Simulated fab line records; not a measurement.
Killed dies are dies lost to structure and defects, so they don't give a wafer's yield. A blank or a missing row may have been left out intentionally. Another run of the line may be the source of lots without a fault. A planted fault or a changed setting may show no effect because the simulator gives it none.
fab line records	flow sky130
record: lots: 11	wafers: 33	lastDay: 50
route steps=708 shown LDD_LDN@302 POLY_CUT@315 RES_XHIGH@340 SD_N@353 LI_CONTACT@363 PAD_OPEN@708
lots untouched by any fault: they come from a run of this same line in which no faults occurred
startH: start of the lot's first displayed wafer, in hours after the record's first day	waitH: hours since the lot's step before	" repeats the value in the row above	L1.1+2: one row covering several wafers at once	- no value, or no start given	* or withheld: withheld	< > ~ a bound
route shown NAME@n: a module of which the file shows steps, and the number in the route of the first	usual: average and standard deviation across the fault-free wafers	same: alike in all rows	chamber/n: place in a boat	sites: each site's reading	_std_site: how widely they spread, as a standard deviation	_edge_site: the outer-site mean with the inner-site mean subtracted	radiusMm: how far each site lies from the wafer's centre	mask NAME#n: copy n	behind: the last tool/chamber to shape the wafer	hold: reason for holding the lot/hours on hold/outcome of the hold	device: which transistor (n, p or np) failed to switch	end of line: the tests these same wafers got at the end of their route	step lacking rows: just its recipe	killed: at the first sort, the dies lost to defects and structure; wafer yield is something else	map: a wafer's dies, marking killed ones x, the rest . and places with no die _
set.NAME: the setting as run; set.NAME@STEP: as run at that earlier step	model.NAME: the simulator's own value behind a step, which no gauge read
one table for each step of the route and one row for each wafer, over a sample of lots
services: from which hour (startH, from the record's first day; less than 0 if before it) a tool's chamber was out of use, for how many hours, and why
== steps ==
step: SKY_LDD_LDN_TW_MEAS_13
usual: LDD_LDN_TW: 1480/11
lot.wafer	tool	chamber	startH	waitH	LDD_LDN_TW
L967.2	filmMetro-01	-	532.02	0.1	1477
L967.3	"	-	"	"	1486
L967.6	"	-	"	"	1491
L970.2	filmMetro-04	-	580.52	0.1	1484
L970.5	"	-	"	"	1471
L970.6	"	-	"	"	1476
L971.1	filmMetro-01	-	586.51	0.1	1495
L971.3	"	-	"	"	1493
L971.6	"	-	"	"	1491
L977.1	filmMetro-03	-	613.82	0.1	1469
L977.3	"	-	"	"	1485
L977.4	"	-	"	"	1482
L979.2	filmMetro-03	-	632.82	0.1	1469
L979.5	"	-	"	"	1467
L979.6	"	-	"	"	1474
L983.1	filmMetro-04	-	676.22	0.1	1470
L983.2	"	-	"	"	1465
L983.4	"	-	"	"	1458
L981.2	filmMetro-03	-	678.58	0.1	1475
L981.4	"	-	"	"	1468
L981.5	"	-	"	"	1470
L985.3	filmMetro-01	-	686.39	0.1	1502
L985.4	"	-	"	"	1497
L985.6	"	-	"	"	1498
L986.1	filmMetro-03	-	704.12	0.1	1468
L986.5	"	-	"	"	1473
L986.6	"	-	"	"	1466
L987.1	filmMetro-03	-	717.12	0.1	1475
L987.2	"	-	"	"	1465
L987.4	"	-	"	"	1473
L988.1	filmMetro-01	-	723.12	0.1	1493
L988.2	"	-	"	"	1502
L988.3	"	-	"	"	1496
step: SKY_POLY_CUT_CD_MEAS_08
recipe: targetCdNm: 270
usual: cdNm: 269.9/1.3
lot.wafer	tool	chamber	startH	waitH	cdNm
L967.2	cdSem-01	-	563.88	-	270.6
L967.3	"	-	"	"	270.2
L967.6	"	-	"	"	269.6
L970.2	cdSem-02	-	611.34	-	270.4
L970.5	"	-	"	"	269.9
L970.6	"	-	"	"	269.5
L971.1	cdSem-01	-	616.97	-	268.1
L971.3	"	-	"	"	269.2
L971.6	"	-	"	"	269.9
L977.1	cdSem-01	-	644.31	-	270.4
L977.3	"	-	"	"	271.2
L977.4	"	-	"	"	270.4
L979.2	cdSem-01	-	663.00	-	268.2
L979.5	"	-	"	"	269.5
L979.6	"	-	"	"	268.4
L983.1	cdSem-02	-	706.31	-	270.0
L983.2	"	-	"	"	268.7
L983.4	"	-	"	"	270.7
L981.2	cdSem-01	-	708.84	-	269.6
L981.4	"	-	"	"	268.9
L981.5	"	-	"	"	268.8
L985.3	cdSem-02	-	716.10	-	269.9
L985.4	"	-	"	"	269.7
L985.6	"	-	"	"	271.5
L986.1	cdSem-02	-	735.21	-	268.2
L986.5	"	-	"	"	268.3
L986.6	"	-	"	"	267.0
L987.1	cdSem-01	-	746.13	-	269.8
L987.2	"	-	"	"	271.5
L987.4	"	-	"	"	270.2
L988.1	cdSem-02	-	752.68	-	272.1
L988.2	"	-	"	"	270.5
L988.3	"	-	"	"	272.6
step: SKY_RES_XHIGH_STRIP_08
recipe: chemistry: O2/N2	powerW: 1400	pressureMtorr: 1500	platenTempC: withheld	o2FlowSccm: 3000	n2FlowSccm: 300	overashFraction: 0.5
usual: drypumpMotorCurrentA: 5.3/0.34	oesProductAu: 0.711/0.004	stripTimeToEndpointS: 14.29/0.038
lot.wafer	tool	chamber	startH	waitH	drypumpMotorCurrentA	oesProductAu	rfHoursCounterH	stripTimeToEndpointS
L967.2	plasmaAsher-01	1	621.84	0.1	5.3	0.710	19	14.27
L967.3	"	0	"	"	4.8	0.718	-	14.25
L967.6	"	1	"	"	5.3	0.707	-	14.31
L970.2	plasmaAsher-02	1	668.51	0.1	5.6	0.709	55	14.27
L970.5	"	0	"	"	5.0	0.714	-	14.27
L970.6	"	1	"	"	5.6	0.707	-	14.29
L971.1	plasmaAsher-02	1	675.36	0.1	5.6	0.943	56	-
L971.3	"	0	"	"	4.9	0.942	-	-
L971.6	"	1	"	"	5.6	0.946	-	-
L977.1	plasmaAsher-03	1	702.09	0.1	5.8	0.703	85	14.39
L977.3	"	0	"	"	5.5	0.712	-	14.38
L977.4	"	1	"	"	5.8	0.716	-	14.36
L979.2	plasmaAsher-01	0	719.64	0.1	4.8	0.711	29	14.29
L979.5	"	0	"	"	4.8	0.706	-	14.25
L979.6	"	1	"	"	5.3	0.711	-	14.25
L983.1	plasmaAsher-01	1	762.71	0.1	5.3	0.711	33	14.28
L983.2	"	0	"	"	4.8	0.709	33	14.28
L983.4	"	0	"	"	4.8	0.714	-	14.30
L981.2	plasmaAsher-03	0	765.28	0.1	5.5	0.708	92	14.33
L981.4	"	1	"	"	5.7	0.713	-	14.30
L981.5	"	1	"	"	5.7	0.717	-	14.29
L985.3	plasmaAsher-02	0	770.27	0.1	4.9	0.715	-	14.29
L985.4	"	1	"	"	5.6	0.711	-	14.29
L985.6	"	1	"	"	5.6	0.702	-	14.29
L986.1	plasmaAsher-03	1	789.84	0.1	5.7	0.701	94	14.24
L986.5	"	0	"	"	5.5	0.712	-	14.23
L986.6	"	1	"	"	5.8	0.710	-	14.24
L987.1	plasmaAsher-01	1	798.48	0.1	5.3	0.715	37	14.27
L987.2	"	0	"	"	4.8	0.713	37	14.24
L987.4	"	1	"	"	5.3	0.710	-	14.22
L988.1	plasmaAsher-01	0	805.84	0.1	4.8	0.711	38	14.28
L988.2	"	1	"	"	5.3	0.707	38	14.28
L988.3	"	0	"	"	4.8	0.712	-	14.28
step: SKY_SD_N_STRIP_11
recipe: chemistry: O2/N2	powerW: 1400	pressureMtorr: 1500	platenTempC: withheld	o2FlowSccm: 3000	n2FlowSccm: 300	overashFraction: 0.5
usual: drypumpMotorCurrentA: 5.6/0.38	oesProductAu: 0.527/0.0046	stripTimeToEndpointS: 22.56/0.04
lot.wafer	tool	chamber	startH	waitH	drypumpMotorCurrentA	oesProductAu	rfHoursCounterH	stripTimeToEndpointS
L967.2	plasmaAsher-03	1	650.79	0.1	5.8	0.532	81	22.59
L967.3	"	1	"	"	5.8	0.530	-	22.56
L967.6	"	1	"	"	5.7	0.528	-	22.56
L970.2	plasmaAsher-01	1	696.63	0.1	5.3	0.524	27	22.55
L970.5	"	1	"	"	5.3	0.527	-	22.55
L970.6	"	0	"	"	4.8	0.520	-	22.57
L971.1	plasmaAsher-03	1	703.89	0.1	5.8	0.559	86	26.15
L971.3	"	0	"	"	5.5	0.554	-	26.15
L971.6	"	1	"	"	5.7	0.562	-	26.14
L977.1	plasmaAsher-01	1	730.16	0.1	5.3	0.523	30	22.59
L977.3	"	1	"	"	5.3	0.526	-	22.61
L977.4	"	0	"	"	4.8	0.531	-	22.61
L979.2	plasmaAsher-03	1	747.64	0.1	5.7	0.522	90	22.55
L979.5	"	1	"	"	5.7	0.529	-	22.54
L979.6	"	0	"	"	5.5	0.536	-	22.53
L983.1	plasmaAsher-04	0	790.09	0.1	6.1	0.523	5	22.46
L983.2	"	1	"	"	6.0	0.528	5	22.52
L983.4	"	0	"	"	6.1	0.517	-	22.50
L981.2	plasmaAsher-03	1	792.48	0.1	5.7	0.526	94	22.59
L981.4	"	0	"	"	5.5	0.528	-	22.58
L981.5	"	0	"	"	5.5	0.525	-	22.57
L985.3	plasmaAsher-03	0	796.77	0.1	5.5	0.526	-	22.54
L985.4	"	1	"	"	5.7	0.523	-	22.55
L985.6	"	0	"	"	5.5	0.526	-	22.56
L986.1	plasmaAsher-04	0	817.08	0.1	6.1	0.533	7	22.56
L986.5	"	1	"	"	6.0	0.521	-	22.54
L986.6	"	0	"	"	6.1	0.521	-	22.56
L987.1	plasmaAsher-04	0	825.84	0.1	6.1	0.532	8	22.63
L987.2	"	1	"	"	6.0	0.526	8	22.65
L987.4	"	0	"	"	6.1	0.533	-	22.55
L988.1	plasmaAsher-01	0	832.29	0.1	4.8	0.528	40	22.55
L988.2	"	1	"	"	5.3	0.527	40	22.52
L988.3	"	0	"	"	4.8	0.524	-	22.51
step: SKY_SD_N_TW_MEAS_12
usual: SD_N_TW: 3985/32
lot.wafer	tool	chamber	startH	waitH	hold	SD_N_TW
L967.2	filmMetro-03	-	650.90	0.1	-	3946
L967.3	"	-	"	"	-	3963
L967.6	"	-	"	"	-	3964
L970.2	filmMetro-02	-	696.74	0.1	-	4002
L970.5	"	-	"	"	-	4008
L970.6	"	-	"	"	-	4018
L971.1	filmMetro-04	-	703.99	0.1	awaitDispo/0.2h/release	30
L971.3	"	-	"	"	awaitDispo/0.2h/release	30
L971.6	"	-	"	"	awaitDispo/0.2h/release	30
L971.1	filmMetro-04	-	704.27	0.3	-	30
L971.3	"	-	"	"	-	30
L971.6	"	-	"	"	-	30
L977.1	filmMetro-04	-	730.26	0.1	-	3961
L977.3	"	-	"	"	-	3976
L977.4	"	-	"	"	-	3974
L979.2	filmMetro-02	-	747.75	0.1	-	4016
L979.5	"	-	"	"	-	4017
L979.6	"	-	"	"	-	4026
L983.1	filmMetro-02	-	790.19	0.1	-	4001
L983.2	"	-	"	"	-	4031
L983.4	"	-	"	"	-	4025
L981.2	filmMetro-04	-	792.59	0.1	-	3933
L981.4	"	-	"	"	-	3971
L981.5	"	-	"	"	-	3974
L985.3	filmMetro-04	-	796.86	0.1	-	3969
L985.4	"	-	"	"	-	3971
L985.6	"	-	"	"	-	3954
L986.1	filmMetro-02	-	817.18	0.1	-	4020
L986.5	"	-	"	"	-	4048
L986.6	"	-	"	"	-	4020
L987.1	filmMetro-03	-	825.94	0.1	-	3996
L987.2	"	-	"	"	-	3994
L987.4	"	-	"	"	-	3988
L988.1	filmMetro-02	-	832.39	0.1	-	4041
L988.2	"	-	"	"	-	4044
L988.3	"	-	"	"	-	4037
step: SKY_LI_CONTACT_THK_MEAS_01
recipe: reads: PSG_of_LI_CONTACT_HDPCVD_00
usual: LI_CONTACT_HDPCVD_THK: 935/8.4
lot.wafer	tool	chamber	startH	waitH	LI_CONTACT_HDPCVD_THK[nm]
L967.2	filmMetro-02	-	651.82	0.1	941
L967.3	"	-	"	"	945
L967.6	"	-	"	"	945
L970.2	filmMetro-04	-	697.50	0.1	939
L970.5	"	-	"	"	945
L970.6	"	-	"	"	941
L977.1	filmMetro-02	-	731.02	0.1	942
L977.3	"	-	"	"	953
L977.4	"	-	"	"	945
L979.2	filmMetro-02	-	748.51	0.1	941
L979.5	"	-	"	"	930
L979.6	"	-	"	"	942
L983.1	filmMetro-02	-	790.96	0.1	941
L983.2	"	-	"	"	939
L983.4	"	-	"	"	939
L981.2	filmMetro-04	-	793.35	0.1	926
L981.4	"	-	"	"	925
L981.5	"	-	"	"	923
L985.3	filmMetro-02	-	797.62	0.1	925
L985.4	"	-	"	"	929
L985.6	"	-	"	"	934
L986.1	filmMetro-03	-	817.97	0.1	929
L986.5	"	-	"	"	925
L986.6	"	-	"	"	931
L987.1	filmMetro-04	-	826.74	0.1	924
L987.2	"	-	"	"	926
L987.4	"	-	"	"	933
L988.1	filmMetro-03	-	833.16	0.1	931
L988.2	"	-	"	"	937
L988.3	"	-	"	"	938
step: SKY_PAD_OPEN_PROBE_99
usual: defectLimitedYield: 82.4/2.1	killed_at_M0_to_M3: 44/7	killed_at_M4_up: 3.0/1.9	killedAtContacts: 24/5.4	killedAtFrontEnd: 15/4.6	killedAtOther: 0.3/0.5	killedDies: 87/10	killedOpen: 47/7	killedShort: 40/6.2	sort_bin_3_pad_short: 0.9/0.5	sort_bin_5_function: 10.4/1.4	sort_bin_6_memory: 6.3/1.2	sortNPass: 405/10	sortYieldPct: 82.4/2.1
same: grossDies: 492	killedAtBackSide: 0	sort_bin_4_leakage[%]: 0	sort_bin_8_speed[%]: 0
lot.wafer	tool	chamber	startH	waitH	defectLimitedYield[%]	killed_at_M0_to_M3	killed_at_M4_up	killedAtContacts	killedAtFrontEnd	killedAtOther	killedDies	killedOpen	killedShort	sort_bin_3_pad_short[%]	sort_bin_5_function[%]	sort_bin_6_memory[%]	sortNPass	sortYieldPct[%]
L967.2	prober-01	-	1076.75	0.1	83.3	45	3	22	12	0	82	43	39	1.0	9.6	6.1	410	83.3
L967.3	prober-01	-	1076.80	0.2	83.9	39	0	24	16	0	79	46	33	0.4	11.2	4.5	413	83.9
L967.6	prober-01	-	1076.95	0.2	83.9	42	3	21	13	0	79	43	36	0.4	8.9	6.7	413	83.9
L970.2	prober-02	-	1109.06	0.1	84.3	48	1	11	17	0	77	43	34	0.2	10.2	5.3	415	84.3
L970.5	prober-02	-	1109.21	0.2	85.8	37	2	14	17	0	70	42	28	0.8	8.1	5.3	422	85.8
L970.6	prober-02	-	1109.26	0.2	82.9	49	4	18	13	0	84	43	41	1.4	10.8	4.9	408	82.9
L979.2	prober-01	-	1145.15	0.1	80.7	51	5	21	18	0	95	54	41	0.2	11.6	7.5	397	80.7
L979.5	prober-01	-	1145.30	0.2	84.1	37	5	24	12	0	78	42	36	0.6	9.6	5.7	414	84.1
L979.6	prober-01	-	1145.35	0.2	79.5	51	5	28	17	0	101	53	48	0.4	11.6	8.5	391	79.5
killed by level:class
L967.2 CONTACT:geometricParticle:open=10 VIA1:geometricParticle:open=9 METAL1:geometricParticle:short=8 VIA2:geometricParticle:short=8 VIA2:geometricParticle:open=5 VIA3:geometricParticle:open=5 CONTACT:geometricParticle:short=4 FIELD_ISO:geometricParticle:short=3
L967.3 CONTACT:geometricParticle:open=13 VIA1:geometricParticle:open=9 LI_CONTACT:geometricParticle:open=7 VIA2:geometricParticle:short=6 VIA2:geometricParticle:open=5 POLY_GATE:geometricParticle:short=5 VIA3:geometricParticle:open=5 METAL1:geometricParticle:short=4
L967.6 VIA1:geometricParticle:open=9 CONTACT:geometricParticle:open=8 METAL1:geometricParticle:short=7 VIA2:geometricParticle:open=7 LI_CONTACT:geometricParticle:open=5 FIELD_ISO:geometricParticle:open=4 POLY_GATE:geometricParticle:short=4 VIA1:geometricParticle:short=4
L970.2 VIA1:geometricParticle:open=10 VIA3:geometricParticle:open=8 VIA2:geometricParticle:open=7 METAL1:geometricParticle:short=7 POLY_GATE:geometricParticle:open=5 CONTACT:geometricParticle:open=5 FIELD_ISO:geometricParticle:open=4 VIA1:geometricParticle:short=4
L970.5 VIA1:geometricParticle:open=13 CONTACT:geometricParticle:open=6 VIA3:geometricParticle:open=6 FIELD_ISO:geometricParticle:short=4 METAL2:geometricParticle:short=4 VIA2:geometricParticle:open=4 POLY_GATE:geometricParticle:open=3 LI_CONTACT:geometricParticle:short=3
L970.6 VIA3:geometricParticle:open=10 VIA2:geometricParticle:open=8 LI_CONTACT:geometricParticle:open=6 METAL2:geometricParticle:short=6 METAL1:geometricParticle:short=5 CONTACT:geometricParticle:open=5 VIA1:geometricParticle:open=5 VIA2:geometricParticle:short=5
L979.2 VIA1:geometricParticle:open=15 CONTACT:geometricParticle:open=11 VIA3:geometricParticle:open=7 FIELD_ISO:geometricParticle:short=6 FIELD_ISO:geometricParticle:open=6 VIA1:geometricParticle:short=6 CONTACT:geometricParticle:short=5 METAL3:geometricParticle:short=5
L979.5 VIA2:geometricParticle:open=10 CONTACT:geometricParticle:open=10 METAL1:geometricParticle:short=7 CONTACT:geometricParticle:short=6 FIELD_ISO:geometricParticle:open=5 METAL2:geometricParticle:short=5 VIA1:geometricParticle:open=5 METAL4:geometricParticle:short=4
L979.6 VIA1:geometricParticle:open=17 METAL1:geometricParticle:short=12 VIA3:geometricParticle:open=10 CONTACT:geometricParticle:short=9 CONTACT:geometricParticle:open=6 VIA1:geometricParticle:short=6 FIELD_ISO:geometricParticle:open=4 FIELD_ISO:geometricParticle:short=4
== services ==
tool	chamber	startH	hours	kind
plasmaAsher-04	-	644.00	2.8	pm
plasmaAsher-03	-	681.79	2.5	repair
plasmaAsher-04	-	733.75	9.0	pm
plasmaAsher-04	0	733.75	9.0	ventCycle
plasmaAsher-04	1	733.75	9.0	ventCycle
plasmaAsher-04	0	742.75	-	clean
plasmaAsher-04	1	742.75	-	clean
plasmaAsher-02	-	751.82	0.6	repair
plasmaAsher-03	-	768.52	0.8	repair
== key ==
firstSign: step: SKY_RES_XHIGH_STRIP_08	reading: oesProductAu	direction: up	sigmas: 58	usual: 0.711	struck: 0.943
effect: step: SKY_SD_N_STRIP_11	reading: stripTimeToEndpointS	direction: up	sigmas: 90	usual: *	struck: *
effect: step: SKY_SD_N_TW_MEAS_12	reading: visit	direction: added
effect: step: SKY_SD_N_TW_MEAS_12	reading: SD_N_TW	direction: down	sigmas: 99+	usual: 3985	struck: 30
metAt SKY_RES_XHIGH_STRIP_08
struckLots L971
scrappedBehind SKY_SD_N_TW_MEAS_12 L971.1,L971.3,L971.6
notActingAt SKY_LDD_LDN_TW_MEAS_13,SKY_POLY_CUT_CD_MEAS_08,SKY_LI_CONTACT_THK_MEAS_01
onsetBetween 668.51 675.36
fault: kind: stripAborted	tool: plasmaAsher-02	chamber: -	onsetH: 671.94	steps: SKY_RES_XHIGH_STRIP_08	offset: 0.50377	endH: 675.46
